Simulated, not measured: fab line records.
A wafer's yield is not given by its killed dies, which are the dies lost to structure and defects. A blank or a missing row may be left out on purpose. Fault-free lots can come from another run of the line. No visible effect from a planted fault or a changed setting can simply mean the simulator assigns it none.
Comparing a struck lot with a sound one	flow sky130	15 steps out of a route of 708
Sound: the wafers L766.1, L766.3, L766.6. The struck wafers were L773.1, L773.3, L773.5. Last of all comes the cause.
Order at every step that has rows: each side's tool, ch and its chambers, its first start. Under that, the readings that differ: sound wafers	struck wafers	difference of the means	sigmas: that difference in standard deviations of wafers without a fault.
alike: readings with means less than 2 such deviations apart, plus words and numbers identical on both sides. not compared: withheld readings, readings lacking a value on some wafer, bounds such as >300 that could conceal the same value, and numbers that have no deviation in the record and whose values overlap.
A row with sigmas, a row that says differs or no value, or rows on one side alone: a step with any of these is where the two part. Non-overlapping numbers with no deviation appear without sigmas and do not part them. A reading that every wafer of one side lacks parts them only if that side has two wafers or more.

first, 4 steps without rows for these wafers: SKY_PWDE_SOFTBAKE_03; SKY_PWDE_EXPOSE_04 (exposes mask PWDEM, target cd 840 nm); SKY_PWDE_PEB_05; SKY_PWDE_DEVELOP_06 (develop time 60 s).
SKY_PWDE_OVL_MEAS_07:
  sound on overlay-02, day 3 21:29; struck on overlay-01, day 5 13:59
  alike: PWDE_OVL
then, 1 step without rows for these wafers: SKY_PWDE_IMPLANT_08.
SKY_PWDE_STRIP_09: strips in O2/N2.
  sound on plasmaAsher-03 ch 0,1, day 3 21:41; struck on plasmaAsher-02 ch 0, day 5 14:11
reading	sound	struck	difference	sigmas
drypumpMotorCurrentA (A)	5.5 6.4 6.3	5.1 5.1 5.1	-1.0	-2
  alike: oesProductAu, stripTimeToEndpointS
  not compared: rfHoursCounterH
SKY_PWDE_TW_MEAS_10:
  sound on filmMetro-03, day 3 21:47; struck on filmMetro-03, day 5 14:17
  alike: PWDE_TW
then, 4 steps without rows for these wafers: SKY_NWELL_DEHYDRATE_03 (time 60 s); SKY_NWELL_HMDS_04 (prime time 60 s); SKY_NWELL_COAT_05 (resist thk 3000 nm); SKY_NWELL_SOFTBAKE_06.
SKY_NWELL_EXPOSE_07: exposes mask NWM, target cd 840 nm.
  sound on ilineStepper-02 ch 0, day 4 06:34; struck on ilineStepper-02 ch 0, day 5 23:13
reading	sound	struck	difference	sigmas
mask	NWM#0 NWM#0 NWM#0	NWM_R1#0 NWM_R1#0 NWM_R1#0	differs	
  alike: focusOffsetNm
then, 1 step without rows for these wafers: SKY_NWELL_PEB_08.
-- the record jumps here: 42 days lie between the struck wafers' starts before and after (it left off in module NWELL and takes up again in module PAD_OPEN, whose first step shown is number 708 of the route) --
SKY_PAD_OPEN_PROBE_99:
  sound on prober-02, day 45 11:57; struck on prober-01, day 47 14:58
reading	sound	struck	difference	sigmas
killed_at_M0_to_M3	41 27 42	52 50 58	+17	+2
model.etest.nfet_16v.rOnOhmUm	1.395e+04 1.397e+04 1.379e+04	1.456e+04 1.453e+04 1.456e+04	+6.467e+02	
model.etest.resNwell.lineOhmUm	1124 1129 1087	1295 1321 1333	+203	
model.etest.resNwell.widthNm (nm)	845.7 841.4 844.6	745.7 739.1 741.9	-101.7	
model.etest.resIsoPwell.widthNm (nm)	2628 2641 2647	2708 2700 2695	+62	
model.etest.pfet_16v.driveUaUm	243.5 248.3 247.8	256 256.2 256.7	+10	
  alike: killed_at_M4_up, killedAtContacts, killedAtFrontEnd, killedAtOther, killedDies, killedOpen, killedShort
  not compared: model.etest.pfet_16v.rOnOhmUm

## WHERE THEY PART
At SKY_PWDE_STRIP_09 first; at SKY_PAD_OPEN_PROBE_99 last (within this record only).

WHY: whatever the simulator had introduced
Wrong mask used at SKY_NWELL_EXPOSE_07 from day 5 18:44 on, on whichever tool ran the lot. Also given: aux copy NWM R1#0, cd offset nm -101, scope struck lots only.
